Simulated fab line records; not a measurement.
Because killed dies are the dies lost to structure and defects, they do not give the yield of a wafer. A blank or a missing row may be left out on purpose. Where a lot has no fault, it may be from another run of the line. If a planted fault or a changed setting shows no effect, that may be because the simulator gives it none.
fab line records ; flow gf180mcu
record: lots: 11; wafers: 33; last_day: 34
route steps=602 shown STI@15 DNWELL@40 NWELL@52 MVSD@74
lots that met no fault: from a run of the same line without faults
start_h: start of the lot's first displayed wafer, in hours after the record's first day ; wait_h: hours elapsed since this lot's preceding step ; " unchanged from the row above ; L1.1+2: a row that stands for several wafers ; - no value, or no start given ; * or withheld: withheld ; < > ~ a bound
route shown NAME@n: NAME is a module with steps in the file, n the number in the route of the first one ; usual: mean/standard deviation of fault-free wafers ; same: alike in all rows ; chamber/n: place in a boat ; sites: each site's reading ; _std_site: the standard deviation of these ; _edge_site: mean of outer sites minus mean of inner sites ; radius_mm: how far each site lies from the wafer's centre ; mask NAME#n: copy n ; behind: the most recent tool/chamber to have shaped the wafer ; hold: reason for holding the lot/hours on hold/outcome of the hold ; device: the n, p or np transistor that did not switch ; end of line: the route-end tests of the same wafers ; where a step has no rows: the recipe by itself ; killed: dies lost to structure and defects at the first sort, not the wafer's yield ; map: a wafer's dies, marking killed ones x, the rest . and places with no die _
set.NAME: the setting that was run; set.NAME@STEP: the one run at that earlier step ; model.NAME: the simulator's own value behind a step, which no gauge read
one table for each step of the route and one row for each wafer, over a sample of lots
services: a tool's chamber out of use, with start hour (start_h, from the record's first day; less than 0 if before it), hours out, and reason
== steps ==
step: GF_STI_ETCH_14
recipe: target: Si; chemistry: HBr/Cl2/O2; target_depth_nm: 360; icp_w: 600; bias_w: 150; pressure_mtorr: 15; HBr_flow_sccm: 150; Cl2_flow_sccm: 40; O2_flow_sccm: 6; time_s: 102.9
usual: O2_flow_sccm: 6.000/0.017; chamber_pressure_mTorr: 15.001/0.013; drypump_motor_current_A: 5.7/0.47; oes_product_au: 0.999/0.0097; throttle_valve_pct: 25.657/0.011
lot.wafer;tool;chamber;start_h;wait_h;O2_flow_sccm;chamber_pressure_mTorr;drypump_motor_current_A;oes_product_au;rf_hours_counter_h;throttle_valve_pct
L172.1;rie_si-02;2;40.61;0.0;5.972;15.009;5.2;0.998;21;25.659
L172.2;rie_si-02;3;40.61;0.0;6.001;15.034;5.3;0.986;4;25.665
L172.3;rie_si-02;0;40.61;0.0;6.015;14.998;6.1;1.007;159;25.654
L174.1;rie_si-02;3;51.87;0.0;6.012;14.987;5.3;0.998;5;25.666
L174.3;rie_si-02;1;51.87;0.0;5.985;15.002;6.1;1.012;22;25.668
L174.6;rie_si-02;3;51.87;0.0;6.002;14.970;5.3;0.994;-;25.660
L176.3;rie_si-01;0;62.21;0.0;6.011;15.008;6.4;0.986;146;25.663
L176.4;rie_si-01;1;62.21;0.0;5.984;15.011;5.4;0.999;155;25.656
L176.5;rie_si-01;0;62.21;0.0;6.043;15.006;6.4;1.000;-;25.669
L177.1;rie_si-02;3;66.86;0.0;6.010;15.005;5.3;1.003;5;25.638
L177.2;rie_si-02;1;66.86;0.0;5.991;14.992;6.1;1.018;22;25.650
L177.5;rie_si-02;2;66.86;0.0;6.010;15.003;5.2;1.004;-;25.667
L178.3;rie_si-02;2;71.31;0.0;6.015;15.000;5.2;1.011;21;25.641
L178.4;rie_si-02;0;71.31;0.0;6.008;14.996;6.1;1.013;0;25.638
L178.5;rie_si-02;1;71.31;0.0;5.988;14.992;6.1;1.011;-;25.657
L187.2;rie_si-02;0;118.57;0.0;5.976;15.025;6.1;0.996;0;25.646
L187.5;rie_si-02;3;118.57;0.0;5.992;15.006;5.3;0.981;-;25.671
L187.6;rie_si-02;0;118.57;0.0;6.011;15.007;6.1;1.003;-;25.656
L188.1;rie_si-01;0;123.12;0.0;6.034;15.012;6.4;0.983;0;25.678
L188.3;rie_si-01;1;123.12;0.0;5.992;14.999;5.4;1.000;0;25.661
L188.4;rie_si-01;2;123.12;0.0;6.007;15.007;6.3;0.993;138;25.660
L189.2;rie_si-01;3;128.60;0.0;6.000;15.017;5.3;0.994;110;25.662
L189.3;rie_si-01;1;128.60;0.0;5.974;15.000;5.4;0.994;0;25.656
L189.5;rie_si-01;3;128.60;0.0;6.019;14.974;5.3;0.990;-;25.663
L190.2;rie_si-01;0;134.27;0.0;6.002;14.969;6.4;0.997;0;25.666
L190.3;rie_si-01;3;134.27;0.0;5.992;15.014;5.3;0.994;110;25.636
L190.5;rie_si-01;2;134.27;0.0;6.009;15.000;6.3;0.996;-;25.644
L191.3;rie_si-01;3;139.00;0.0;5.989;15.014;5.3;0.995;110;25.649
L191.4;rie_si-01;3;139.00;0.0;6.013;15.021;5.3;0.980;-;25.676
L191.6;rie_si-01;0;139.00;0.0;5.980;15.013;6.4;0.988;-;25.667
L192.2;rie_si-02;2;145.37;0.0;6.005;15.001;5.2;1.013;22;25.633
L192.3;rie_si-02;0;145.37;0.0;6.005;14.992;6.1;1.012;1;25.657
L192.4;rie_si-02;1;145.37;0.0;6.007;14.988;6.1;1.003;23;25.657
step: GF_DNWELL_STRIP_08
recipe: chemistry: O2/N2; power_w: 1400; pressure_mtorr: 1500; platen_temp_c: 250; o2_flow_sccm: 3000; n2_flow_sccm: 300; overash_fraction: 0.5
usual: chamber_pressure_mTorr: 1500.0/1.3; drypump_motor_current_A: 5.8/0.46; heater_power_w: 302/38; oes_product_au: 0.722/0.0045; platen_temp_c: 250.00/0.14; strip_time_to_endpoint_s: 36.95/0.11
lot.wafer;tool;chamber;start_h;wait_h;chamber_pressure_mTorr;drypump_motor_current_A;heater_power_w;oes_product_au;platen_temp_c;rf_hours_counter_h;strip_time_to_endpoint_s
L172.1;plasma_asher-04;1;58.21;0.1;1500.0;4.9;322;0.721;250.06;42;37.00
L172.2;plasma_asher-04;0;58.21;0.1;1499.4;6.0;269;0.725;249.97;42;36.90
L172.3;plasma_asher-04;1;58.21;0.1;1499.4;4.9;316;0.722;249.89;-;36.82
L174.1;plasma_asher-01;1;69.21;0.1;1500.1;5.7;363;0.721;250.09;27;36.94
L174.3;plasma_asher-01;0;69.21;0.1;1499.6;5.8;246;0.716;250.19;-;36.87
L174.6;plasma_asher-01;1;69.21;0.1;1501.7;5.7;354;0.715;249.93;-;36.80
L176.3;plasma_asher-01;1;82.03;0.1;1500.1;5.7;363;0.725;250.06;-;36.94
L176.4;plasma_asher-01;0;82.03;0.1;1502.0;5.8;250;0.723;249.85;-;36.95
L176.5;plasma_asher-01;0;82.03;0.1;1500.4;5.8;247;0.731;249.79;-;36.81
L177.1;plasma_asher-01;0;84.57;0.1;1500.9;5.8;252;0.723;250.13;29;36.95
L177.2;plasma_asher-01;1;84.57;0.1;1499.2;5.7;355;0.726;249.74;29;36.93
L177.5;plasma_asher-01;1;84.57;0.1;1502.2;5.7;355;0.722;249.86;-;37.00
L178.3;plasma_asher-02;1;89.33;0.1;1501.0;5.6;338;0.721;250.24;-;36.91
L178.4;plasma_asher-02;0;89.33;0.1;1500.1;6.4;289;0.715;249.91;-;36.93
L178.5;plasma_asher-02;1;89.33;0.1;1497.8;5.7;328;0.726;249.96;-;36.94
L187.2;plasma_asher-02;0;138.04;0.1;1500.2;6.4;287;0.718;249.94;2;36.94
L187.5;plasma_asher-02;1;138.04;0.1;1502.3;5.6;327;0.720;249.69;-;37.01
L187.6;plasma_asher-02;0;138.04;0.1;1499.5;6.5;291;0.724;249.92;-;37.04
L188.1;plasma_asher-02;1;145.19;0.1;1500.6;5.6;322;0.719;250.16;3;37.06
L188.3;plasma_asher-02;0;145.19;0.1;1500.8;6.4;288;0.717;250.15;-;37.18
L188.4;plasma_asher-02;1;145.19;0.1;1500.2;5.6;323;0.727;250.02;-;36.98
L189.2;plasma_asher-02;0;149.89;0.1;1499.3;6.5;282;0.721;250.02;3;37.09
L189.3;plasma_asher-02;0;149.89;0.1;1500.4;6.4;285;0.725;250.21;-;37.22
L189.5;plasma_asher-02;1;149.89;0.1;1500.7;5.6;328;0.725;250.18;-;37.12
L190.2;plasma_asher-04;0;153.60;0.1;1501.8;6.0;265;0.726;250.00;52;37.00
L190.3;plasma_asher-04;1;153.60;0.1;1498.5;4.9;314;0.721;250.30;-;36.96
L190.5;plasma_asher-04;1;153.60;0.1;1498.3;4.8;315;0.717;250.16;-;36.96
L191.3;plasma_asher-04;1;159.34;0.1;1499.7;4.9;326;0.729;250.03;-;36.97
L191.4;plasma_asher-04;0;159.34;0.1;1498.1;6.1;272;0.726;249.75;-;36.97
L191.6;plasma_asher-04;0;159.34;0.1;1498.0;6.1;266;0.724;249.81;-;37.01
L192.2;plasma_asher-02;1;166.79;0.1;1500.6;5.6;324;0.719;249.93;5;36.76
L192.3;plasma_asher-02;0;166.79;0.1;1499.2;6.4;285;0.720;249.90;-;36.84
L192.4;plasma_asher-02;1;166.79;0.1;1499.8;5.6;328;0.721;249.91;-;36.78
step: GF_NWELL_STRIP_10
recipe: chemistry: O2/N2; power_w: 1400; pressure_mtorr: 1500; platen_temp_c: 250; o2_flow_sccm: 3000; n2_flow_sccm: 300; overash_fraction: 0.5
usual: chamber_pressure_mTorr: 1500.0/1.5; drypump_motor_current_A: 5.8/0.38; heater_power_w: 320/49; oes_product_au: 0.722/0.005; platen_temp_c: 250.01/0.18; strip_time_to_endpoint_s: 37.00/0.087
lot.wafer;tool;chamber;start_h;wait_h;chamber_pressure_mTorr;drypump_motor_current_A;heater_power_w;oes_product_au;platen_temp_c;rf_hours_counter_h;strip_time_to_endpoint_s
L172.1;plasma_asher-03;1;71.09;0.1;1499.9;6.3;358;0.716;249.50;42;36.89
L172.2;plasma_asher-03;0;71.09;0.1;1499.1;5.7;374;0.721;249.79;42;37.03
L172.3;plasma_asher-03;0;71.09;0.1;1500.4;5.7;371;0.726;249.93;-;37.05
L174.1;plasma_asher-01;0;83.09;0.1;1498.0;5.8;248;0.720;249.91;29;36.93
L174.3;plasma_asher-01;1;83.09;0.1;1502.5;5.7;366;0.722;250.07;-;36.99
L174.6;plasma_asher-01;1;83.09;0.1;1498.6;5.7;354;0.721;250.27;-;36.97
L176.3;plasma_asher-01;1;97.12;0.1;1499.6;5.6;360;0.720;249.87;-;36.95
L176.4;plasma_asher-01;0;97.12;0.1;1500.0;5.8;250;0.728;250.10;-;36.98
L176.5;plasma_asher-01;0;97.12;0.1;1499.7;5.8;244;0.724;249.87;-;37.06
L177.1;plasma_asher-03;0;98.74;0.1;1499.2;5.6;374;0.717;249.76;45;37.11
L177.2;plasma_asher-03;1;98.74;0.1;1498.1;6.3;354;0.724;249.78;45;37.03
L177.5;plasma_asher-03;1;98.74;0.1;1501.4;6.3;350;0.722;249.84;-;37.00
L178.3;plasma_asher-03;0;103.78;0.1;1500.6;5.7;357;0.729;249.94;-;36.84
L178.4;plasma_asher-03;1;103.78;0.1;1500.0;6.3;360;0.725;249.82;-;36.76
L178.5;plasma_asher-03;0;103.78;0.1;1502.1;5.7;371;0.723;250.10;-;36.87
L187.2;plasma_asher-03;0;153.98;0.1;1499.2;5.7;369;0.722;250.03;50;37.07
L187.5;plasma_asher-03;0;153.98;0.1;1500.1;5.7;365;0.723;250.09;-;37.14
L187.6;plasma_asher-03;1;153.98;0.1;1501.0;6.3;366;0.720;250.27;-;37.08
L188.1;plasma_asher-01;1;160.94;0.1;1500.4;5.7;362;0.723;250.08;37;36.92
L188.3;plasma_asher-01;1;160.94;0.1;1499.7;5.7;364;0.724;250.27;-;36.90
L188.4;plasma_asher-01;0;160.94;0.1;1504.0;5.8;255;0.712;249.98;-;36.90
L189.2;plasma_asher-04;0;165.74;0.1;1499.1;6.0;265;0.729;250.08;54;37.11
L189.3;plasma_asher-04;1;165.74;0.1;1502.0;4.8;320;0.717;250.24;-;36.93
L189.5;plasma_asher-04;0;165.74;0.1;1498.7;6.0;265;0.725;250.21;-;36.91
L190.2;plasma_asher-01;0;169.74;0.1;1499.1;5.8;245;0.721;250.15;38;37.01
L190.3;plasma_asher-01;1;169.74;0.1;1500.3;5.7;363;0.728;250.24;-;36.94
L190.5;plasma_asher-01;1;169.74;0.1;1500.4;5.7;355;0.714;250.37;-;37.04
L191.3;plasma_asher-03;1;175.82;0.1;1500.0;6.3;357;0.719;249.86;-;37.17
L191.4;plasma_asher-03;0;175.82;0.1;1498.6;5.6;370;0.717;250.19;-;37.22
L191.6;plasma_asher-03;1;175.82;0.1;1499.7;6.3;352;0.712;250.13;-;37.12
L192.2;plasma_asher-04;1;183.54;0.1;1498.6;4.8;310;0.721;249.94;56;37.06
L192.3;plasma_asher-04;1;183.54;0.1;1501.3;4.9;311;0.726;250.03;-;37.09
L192.4;plasma_asher-04;0;183.54;0.1;1502.4;6.0;264;0.730;250.21;-;37.07
step: GF_MVSD_IMPLANT_08
recipe: species: P; energy_kev: 400; dose_cm2: 1.631e+13; tilt_deg: 0
usual: beam_energy_keV: 399.99/0.12
lot.wafer;tool;chamber;start_h;wait_h;beam_energy_keV
L172.1;implanter-04;0;98.81;0.0;399.93
L172.2;implanter-04;0;98.81;0.0;399.88
L172.3;implanter-04;0;98.81;0.0;400.15
L174.1;implanter-04;0;111.44;0.0;400.06
L174.3;implanter-04;0;111.44;0.0;400.07
L174.6;implanter-04;0;111.44;0.0;400.11
L176.3;implanter-04;0;125.96;0.1;400.06
L176.4;implanter-04;0;125.96;0.1;399.92
L176.5;implanter-04;0;125.96;0.1;400.06
L177.1;implanter-04;0;128.71;0.0;399.99
L177.2;implanter-04;0;128.71;0.0;400.02
L177.5;implanter-04;0;128.71;0.0;400.07
L178.3;implanter-04;0;133.04;0.1;400.05
L178.4;implanter-04;0;133.04;0.1;400.06
L178.5;implanter-04;0;133.04;0.1;400.07
L187.2;implanter-04;0;186.77;0.0;378.94
L187.5;implanter-04;0;186.77;0.0;378.83
L187.6;implanter-04;0;186.77;0.0;379.04
L188.1;implanter-04;0;194.51;0.0;379.04
L188.3;implanter-04;0;194.51;0.0;379.03
L188.4;implanter-04;0;194.51;0.0;379.04
L189.2;implanter-02;0;199.66;0.0;399.77
L189.3;implanter-02;0;199.66;0.0;400.10
L189.5;implanter-02;0;199.66;0.0;399.92
L190.2;implanter-03;0;203.21;0.0;400.10
L190.3;implanter-03;0;203.21;0.0;399.95
L190.5;implanter-03;0;203.21;0.0;400.13
L191.3;implanter-02;0;209.89;0.1;399.97
L191.4;implanter-02;0;209.89;0.1;399.81
L191.6;implanter-02;0;209.89;0.1;399.88
L192.2;implanter-03;0;217.36;0.0;399.92
L192.3;implanter-03;0;217.36;0.0;400.01
L192.4;implanter-03;0;217.36;0.0;400.12
step: GF_VT_IMPLANT_RS_MEAS_46
recipe: thk_meas_gauge: four-point-probe
usual: MVSD_RS: 451.7/1.3
lot.wafer;tool;chamber;start_h;wait_h;MVSD_RS[ohm/sq]
L172.1;film_metro-02;-;176.99;0.1;454.3
L172.2;film_metro-02;-;176.99;0.1;452.2
L172.3;film_metro-02;-;176.99;0.1;453.9
L174.1;film_metro-04;-;190.75;0.1;451.4
L174.3;film_metro-04;-;190.75;0.1;450.5
L174.6;film_metro-04;-;190.75;0.1;451.9
L176.3;film_metro-02;-;207.54;0.1;454.1
L176.4;film_metro-02;-;207.54;0.1;453.3
L176.5;film_metro-02;-;207.54;0.1;453.8
L177.1;film_metro-02;-;210.61;0.1;454.4
L177.2;film_metro-02;-;210.61;0.1;454.0
L177.5;film_metro-02;-;210.61;0.1;453.4
L178.3;film_metro-04;-;214.99;0.1;449.6
L178.4;film_metro-04;-;214.99;0.1;449.2
L178.5;film_metro-04;-;214.99;0.1;450.7
L187.2;film_metro-04;-;277.59;0.1;454.6
L187.5;film_metro-04;-;277.59;0.1;454.9
L187.6;film_metro-04;-;277.59;0.1;454.5
L188.1;film_metro-04;-;286.70;0.1;458.6
L188.3;film_metro-04;-;286.70;0.1;457.8
L188.4;film_metro-04;-;286.70;0.1;457.2
L189.2;film_metro-03;-;293.11;0.1;451.7
L189.3;film_metro-03;-;293.11;0.1;451.9
L189.5;film_metro-03;-;293.11;0.1;451.5
L190.2;film_metro-04;-;296.12;0.1;450.7
L190.3;film_metro-04;-;296.12;0.1;450.2
L190.5;film_metro-04;-;296.12;0.1;450.4
L191.3;film_metro-03;-;305.84;0.1;452.5
L191.4;film_metro-03;-;305.84;0.1;453.4
L191.6;film_metro-03;-;305.84;0.1;451.7
L192.2;film_metro-04;-;314.57;0.1;451.5
L192.3;film_metro-04;-;314.57;0.1;451.4
L192.4;film_metro-04;-;314.57;0.1;450.5
== services ==
tool;chamber;start_h;hours;kind
implanter-03;-;31.12;4.4;pm
plasma_asher-02;-;36.26;3.0;repair
plasma_asher-04;-;41.93;9.7;repair
rie_si-02;0;47.22;-;clean
plasma_asher-04;-;53.20;1.8;repair
plasma_asher-01;-;54.96;5.2;repair
implanter-03;-;57.37;106.3;pm
implanter-02;-;66.34;4.5;pm
implanter-02;-;71.14;3.1;pm
rie_si-02;0;80.12;2.6;repair
rie_si-01;1;84.52;6.7;repair
plasma_asher-02;-;98.91;2.2;repair
implanter-04;-;105.04;5.8;pm
plasma_asher-03;-;108.45;1.4;repair
plasma_asher-02;-;108.75;9.0;pm
implanter-02;-;110.89;81.1;pm
rie_si-01;0;154.66;7.6;repair
plasma_asher-02;-;160.71;2.9;repair
plasma_asher-04;-;162.28;1.4;repair
plasma_asher-02;-;182.23;7.0;repair
rie_si-02;-;183.93;2.8;pm
rie_si-01;3;188.23;49.4;repair
plasma_asher-02;-;191.31;8.0;repair
plasma_asher-04;-;204.60;14.6;pm
== key ==
first_sign: step: GF_MVSD_IMPLANT_08; reading: beam_energy_keV; direction: down; sigmas: 99+; usual: 399.99; struck: 378.99
effect: step: GF_VT_IMPLANT_RS_MEAS_46; reading: MVSD_RS; direction: up; sigmas: 3.5; usual: 451.7; struck: 456.3
met_at GF_MVSD_IMPLANT_08
struck_lots L187,L188
tester_left_out L187,L188
not_acting_at GF_STI_ETCH_14,GF_DNWELL_STRIP_08,GF_NWELL_STRIP_10
onset_between 133.04 186.77
fault: kind: process_parameter_drift; tool: implanter-04; chamber: -; onset_h: 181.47; steps: GF_MVSD_IMPLANT_08; channel: energy_kev; offset: -21.03; shape: step; end_h: 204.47; acts_in: these_recipes_only; stated: 400
tester_left_out: of these lots the tester's yield and bins aren't shown, on N5 and GAA mostly nor the transistor test; their killed dies are dies lost to structure and defects alone, not to doping, threshold or leakage, so they don't give the yield
